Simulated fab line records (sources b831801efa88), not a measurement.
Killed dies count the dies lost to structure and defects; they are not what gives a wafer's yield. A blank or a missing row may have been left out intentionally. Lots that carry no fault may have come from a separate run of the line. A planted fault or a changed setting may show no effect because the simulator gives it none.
Comparing a struck lot with a sound one -- flow sfq-line -- 19 out of 325 route steps
Sound: wafers L489.4, L489.5, L489.6. Wafers L483.1, L483.2, L483.6 were the ones struck. Last of all comes the cause.
For every step that has rows: the tool of each side, followed by ch and its chambers, followed by its first start. Under that, the readings that differ: sound wafers -- struck wafers -- difference of the means -- sigmas: that difference in standard deviations of wafers without a fault.
alike: readings whose means differ by less than 2 such deviations, and words and numbers that are the same on both sides. not compared: withheld readings, readings that some wafer has no value for, bounds like >300 that may hide the same value, and numbers for which the record gives no deviation and whose values overlap.
A row with sigmas, a row that says differs or no value, or rows on one side alone: a step with any of these is where the two part. Non-overlapping numbers with no deviation appear without sigmas and do not part them. Lack of a reading on every wafer of one side parts them only where that side has two or more wafers.

SFQ_M4_OVL_MEAS_926:
  struck on overlay-02, day 52 15:21; sound on overlay-01, day 60 11:17
  alike: M4_OVL
then, 1 step without rows for these wafers: SFQ_TRILAYER_M4_BARC_OPEN_METAL_ETCH_123 (etches BARC in O2, target depth 125 nm, time 41.7 s).
SFQ_TRILAYER_M4_ETCH_METAL_ETCH_096: etches Nb in Cl2/Ar, stops on SiO2, target depth 240 nm, time 120 s.
  sound on rie-metal-01 ch 0,1, day 60 11:25; struck on rie-metal-03 ch 0,1, day 52 15:27
reading,sound,struck,difference,sigmas
oes-product-au (a.u.),0.891 0.901 0.899,0.873 0.884 0.891,-0.014,-2
  alike: chamber-pressure-mTorr, drypump-motor-current-A
  not compared: rf-hours-counter-h
SFQ_TRILAYER_M4_STRIP_STRIP_097: strips in O2.
  sound on rie-metal-01 ch 0,1, day 60 11:41; struck on rie-metal-03 ch 0,1, day 52 15:34
  alike: chamber-pressure-mTorr, drypump-motor-current-A, oes-product-au
  not compared: rf-hours-counter-h
then, 1 step without rows for these wafers: SFQ_TRILAYER_M4_STRIP_SOLV_CLEAN_098 (cleans in NMP, time 600 s).
SFQ_TRILAYER_I4_DEP_PECVD_099: deposits SiO2 from SiH4/N2O, time 111.11 s, target thk 500 nm.
  sound on pecvd-03 ch 0,1,2, day 60 12:19; struck on pecvd-04 ch 0,1,2, day 52 16:21
reading,sound,struck,difference,sigmas
throttle-valve-pct (%),24.1 23.8 22.9,24.9 26.9 25.1,+2.0,+2
  alike: heater-power-w, susceptor-temp-C
then, 1 step without rows for these wafers: SFQ_TRILAYER_I4_CMP_CMP_100 (polishes SiO2).
SFQ_I4_BOW_MEAS_927:
  struck on film-metro-03, day 52 21:50; sound on film-metro-02, day 60 15:25
reading,sound,struck,difference,sigmas
I4_BOW (um),-2 -15 -14,16 13 2,+21,+2
SFQ_TRILAYER_I4_METRO_MEASURE_101:
  struck on film-metro-03, day 52 21:58; sound on film-metro-02, day 60 16:04
  alike: thk-nm
then, 3 steps without rows for these wafers: SFQ_TRILAYER_I4_VIA_LITHO_COAT_108 (resist thk 62 nm); SFQ_TRILAYER_I4_VIA_LITHO_COAT_103 (resist thk 650 nm); SFQ_TRILAYER_I4_VIA_LITHO_SOFTBAKE_107.
SFQ_TRILAYER_I4_VIA_LITHO_EXPOSE_104: exposes mask I4, target cd 700 nm.
  sound on krf-scanner-01 ch 0, day 60 20:28; struck on krf-scanner-01 ch 0, day 53 06:20
  alike: mask
then, 2 steps without rows for these wafers: SFQ_TRILAYER_I4_VIA_LITHO_PEB_106 (peb time 60 s); SFQ_TRILAYER_I4_VIA_LITHO_DEVELOP_105 (time 60 s).
SFQ_I4_OVL_MEAS_928:
  struck on overlay-01, day 53 07:50; sound on overlay-02, day 60 21:22
  alike: I4_OVL
SFQ_TRILAYER_I4_VIA_BARC_OPEN_VIA_ETCH_146: etches BARC in O2, target depth 125 nm, time 41.7 s.
  sound on rie-diel-04 ch 0,1,3, day 60 21:25; struck on rie-diel-02 ch 1,2,3, day 53 07:52
reading,sound,struck,difference,sigmas
model.I4.cd-nm (nm),700.7 700.5 700.5,703 705.6 707.8,+5,
  alike: chamber-pressure-mTorr, drypump-motor-current-A, oes-product-au
  not compared: rf-hours-counter-h
SFQ_TRILAYER_I4_VIA_ETCH_VIA_ETCH_106: etches SiO2 in CHF3, stops on Nb, target depth 260 nm.
  sound on rie-diel-04 ch 0,1,3, day 60 21:29; struck on rie-diel-02 ch 1,2,3, day 53 07:54
reading,sound,struck,difference,sigmas
model.I4.cd-nm (nm),698.4 698.7 699.8,704.9 707.4 706.7,+7.4,
  alike: chamber-pressure-mTorr, drypump-motor-current-A, oes-product-au
SFQ_TRILAYER_I4_VIA_STRIP_STRIP_107: strips in O2.
  sound on rie-metal-04 ch 0,1, day 60 21:44; struck on rie-metal-04 ch 1, day 53 08:01
  alike: chamber-pressure-mTorr, drypump-motor-current-A, oes-product-au
  not compared: rf-hours-counter-h

## WHERE THEY PART
First at SFQ_TRILAYER_M4_ETCH_METAL_ETCH_096; last, within this record, at SFQ_I4_BOW_MEAS_927. Later steps at which nothing parts them and some readings are alike: SFQ_TRILAYER_I4_METRO_MEASURE_101, SFQ_TRILAYER_I4_VIA_LITHO_EXPOSE_104, SFQ_I4_OVL_MEAS_928, SFQ_TRILAYER_I4_VIA_BARC_OPEN_VIA_ETCH_146, SFQ_TRILAYER_I4_VIA_ETCH_VIA_ETCH_106, SFQ_TRILAYER_I4_VIA_STRIP_STRIP_107.

WHY: what the simulator had put in
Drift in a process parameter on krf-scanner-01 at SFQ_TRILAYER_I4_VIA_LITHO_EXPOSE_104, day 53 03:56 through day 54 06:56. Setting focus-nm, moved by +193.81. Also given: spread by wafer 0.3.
